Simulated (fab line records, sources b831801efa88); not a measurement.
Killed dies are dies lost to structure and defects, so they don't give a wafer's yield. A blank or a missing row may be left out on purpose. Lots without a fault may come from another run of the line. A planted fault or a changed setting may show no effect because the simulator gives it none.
A struck lot beside a sound one | flow sky130 | 21 steps out of a route of 708
Sound: wafers L616.4, L616.5, L616.6. Struck: wafer L625.6. (L625.1, L625.4 of the same lot were not struck and are left out.) The cause comes at the end.
At each step with rows: each side's tool, then ch and its chambers, then its first start. Under that, the readings that differ: sound wafers | struck wafers | difference of the means | sigmas: that difference in standard deviations of wafers without a fault.
alike: readings whose means differ by less than 2 such deviations, and words and numbers that are the same on both sides. not compared: withheld readings, readings that some wafer has no value for, bounds like >300 that may hide the same value, and numbers for which the record gives no deviation and whose values overlap.
The two part at a step that has a row with sigmas, a row that says differs or no value, or rows on one side only. Numbers that don't overlap but have no deviation are shown without sigmas and don't part them. A reading that every wafer of one side lacks parts them only if that side has two wafers or more.

first, 8 steps without rows for these wafers: SKY_DNWELL_DEHYDRATE_00 (time 60 s); SKY_DNWELL_HMDS_01 (prime time 60 s); SKY_DNWELL_COAT_02 (resist thk 3000 nm); SKY_DNWELL_SOFTBAKE_03; SKY_DNWELL_EXPOSE_04 (exposes mask DNM, target cd 3000 nm); SKY_DNWELL_PEB_05; SKY_DNWELL_DEVELOP_06 (develop time 60 s); SKY_DNWELL_IMPLANT_07.
SKY_DNWELL_STRIP_08: strips in O2/N2.
  sound on plasma_asher-02 ch 0,1, day 3 04:32; struck on plasma_asher-04 ch 1, day 5 03:55
  reading                     | sound          | struck | difference | sigmas
  drypump_motor_current_A (A) | 6.26 6.26 6.02 | 5.68   | -0.50      | -2
  alike: n2_flow_sccm, oes_product_au, strip_time_to_endpoint_s
  not compared: rf_hours_counter_h
SKY_DNWELL_TW_MEAS_09:
  sound on film_metro-01, day 3 04:38; struck on film_metro-01, day 5 04:01
  alike: DNWELL_TW
then, 2 steps without rows for these wafers: SKY_PWDE_DEHYDRATE_00 (time 60 s); SKY_PWDE_HMDS_01 (prime time 60 s).
SKY_PWDE_COAT_02: resist thk 3000 nm.
  sound on litho_track-01 ch 0, day 3 11:48; struck on litho_track-02 ch 0, day 5 12:40
  reading                                | sound          | struck | difference | sigmas
  model.coat_of_PWDE_COAT_02.thk_nm (nm) | 2987 2998 2992 | 1312   | -1680      |
then, 3 steps without rows for these wafers: SKY_PWDE_SOFTBAKE_03; SKY_PWDE_EXPOSE_04 (exposes mask PWDEM, target cd 840 nm); SKY_PWDE_PEB_05.
SKY_PWDE_DEVELOP_06: develop time 60 s.
  sound on litho_track-03 ch 0; struck on litho_track-01 ch 0
  reading                                | sound          | struck | difference | sigmas
  model.coat_of_PWDE_COAT_02.thk_nm (nm) | 2982 2994 2987 | 1307   | -1681      |
SKY_PWDE_OVL_MEAS_07:
  sound on overlay-01, day 3 19:55; struck on overlay-01, day 5 21:25
  alike: PWDE_OVL
then, 1 step without rows for these wafers: SKY_PWDE_IMPLANT_08.
SKY_PWDE_STRIP_09: strips in O2/N2.
  sound on plasma_asher-04 ch 0,1, day 3 20:07; struck on plasma_asher-03 ch 0, day 5 21:41
  reading                      | sound             | struck | difference | sigmas
  strip_time_to_endpoint_s (s) | 36.75 36.89 36.81 | 17.16  | -19.66     | -99 or more
  alike: drypump_motor_current_A, n2_flow_sccm, oes_product_au
  not compared: rf_hours_counter_h
SKY_PWDE_TW_MEAS_10:
  sound on film_metro-04, day 3 20:13; struck on film_metro-04, day 5 21:47
  alike: PWDE_TW

WHERE THEY PART
First at SKY_DNWELL_STRIP_08; last, within this record, at SKY_PWDE_STRIP_09. Later steps at which nothing parts them and some readings are alike: SKY_PWDE_TW_MEAS_10.

WHY: what the simulator had put in
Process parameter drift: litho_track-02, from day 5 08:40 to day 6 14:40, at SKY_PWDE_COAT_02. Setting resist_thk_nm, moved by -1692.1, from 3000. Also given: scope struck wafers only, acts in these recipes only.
